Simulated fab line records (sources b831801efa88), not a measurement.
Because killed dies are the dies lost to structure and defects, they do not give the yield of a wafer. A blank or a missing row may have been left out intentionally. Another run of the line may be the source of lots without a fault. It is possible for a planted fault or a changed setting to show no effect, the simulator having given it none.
A struck lot beside a sound one + flow sky130 + 18 out of 708 route steps
Sound: wafers L105.1, L105.5, L105.6. The struck wafers were L997.1, L997.2, L997.4. The cause is given at the end.
Order at every step that has rows: each side's tool, ch and its chambers, its first start. Under that, the readings that differ: sound wafers + struck wafers + difference of the means + sigmas: that difference in standard deviations of wafers without a fault.
alike: a reading whose means differ by less than 2 such deviations, as well as words and numbers matching on both sides. not compared: withheld readings; readings where some wafer has no value; bounds like >300 that might hide an equal value; numbers whose values overlap and for which the record gives no deviation.
Wherever a step has rows on one side only, a row that says differs or no value, or a row with sigmas, the two part there. Numbers that don't overlap but have no deviation are shown without sigmas and don't part them. Lack of a reading on every wafer of one side parts them only where that side has two or more wafers.

first, 1 step without rows for these wafers: SKY_VT_ADJUST_HVTR_DEVELOP_06 (develop time 60 s).
SKY_VT_ADJUST_HVTR_CD_MEAS_07: the cd target is 380 nm.
  sound on cd_sem-02 at day 14 18:53; struck on cd_sem-02 at day 11 18:23
  alike: cd_nm
SKY_VT_ADJUST_HVTR_OVL_MEAS_08:
  sound on overlay-01 at day 14 19:00; struck on overlay-02 at day 11 18:30
  alike: VT_ADJUST_HVTR_OVL
following that, these wafers have no rows for 1 step: SKY_VT_ADJUST_HVTR_IMPLANT_09.
SKY_VT_ADJUST_HVTR_STRIP_10: strips in O2/N2.
  sound on plasma_asher-01 ch 0,1, day 14 19:11; struck on plasma_asher-03 ch 0,1, day 11 18:41
  alike: drypump_motor_current_A, n2_flow_sccm, oes_product_au, strip_time_to_endpoint_s
  not compared: rf_hours_counter_h
SKY_VT_ADJUST_HVTR_TW_MEAS_11:
  sound on film_metro-04 at day 14 19:17; struck on film_metro-04 at day 11 18:47
  alike: VT_ADJUST_HVTR_TW
then, 6 steps without rows for these wafers: SKY_VT_ADJUST_PCH_DEHYDRATE_00 (time 60 s); SKY_VT_ADJUST_PCH_HMDS_01 (prime time 60 s); SKY_VT_ADJUST_PCH_COAT_02 (resist thk 3000 nm); SKY_VT_ADJUST_PCH_SOFTBAKE_03; SKY_VT_ADJUST_PCH_EXPOSE_04 (exposes mask NWM, target cd 840 nm); SKY_VT_ADJUST_PCH_PEB_05.
SKY_VT_ADJUST_PCH_DEVELOP_06: develop time 60 s.
  sound on litho_track-03 ch 0, day 15 21:00; struck on litho_track-03 ch 0, day 12 19:00
SKY_VT_ADJUST_PCH_OVL_MEAS_07:
  sound on overlay-02 at day 15 22:08; struck on overlay-02 at day 12 19:23
| reading                | sound         | struck | difference                    | sigmas |
|------------------------|---------------|--------|-------------------------------|--------|
| VT_ADJUST_PCH_OVL (nm) | 1.0 -0.1 -0.7 | - - -  | no value on the struck wafers |        |
following that, these wafers have no rows for 1 step: SKY_VT_ADJUST_PCH_IMPLANT_08.
SKY_VT_ADJUST_PCH_STRIP_09: strips in O2/N2.
  sound on plasma_asher-02 ch 0,1, day 15 22:19; struck on plasma_asher-02 ch 0,1, day 12 19:34
  alike: drypump_motor_current_A, n2_flow_sccm, oes_product_au, strip_time_to_endpoint_s
  not compared: rf_hours_counter_h
SKY_VT_ADJUST_PCH_TW_MEAS_10:
  sound on film_metro-01 at day 15 22:25; struck on film_metro-04 at day 12 19:40
| reading          | sound             | struck         | difference | sigmas      |
|------------------|-------------------|----------------|------------|-------------|
| VT_ADJUST_PCH_TW | 144.0 143.3 143.5 | 29.9 30.0 29.9 | -113.7     | -99 or more |
then, 1 step without rows for these wafers: SKY_SONOS_TUNNEL_DEHYDRATE_00 (time 60 s).

## WHERE THEY PART
Earliest at SKY_VT_ADJUST_PCH_OVL_MEAS_07; latest, in this record, at SKY_VT_ADJUST_PCH_TW_MEAS_10.

WHY: the cause the simulator had injected
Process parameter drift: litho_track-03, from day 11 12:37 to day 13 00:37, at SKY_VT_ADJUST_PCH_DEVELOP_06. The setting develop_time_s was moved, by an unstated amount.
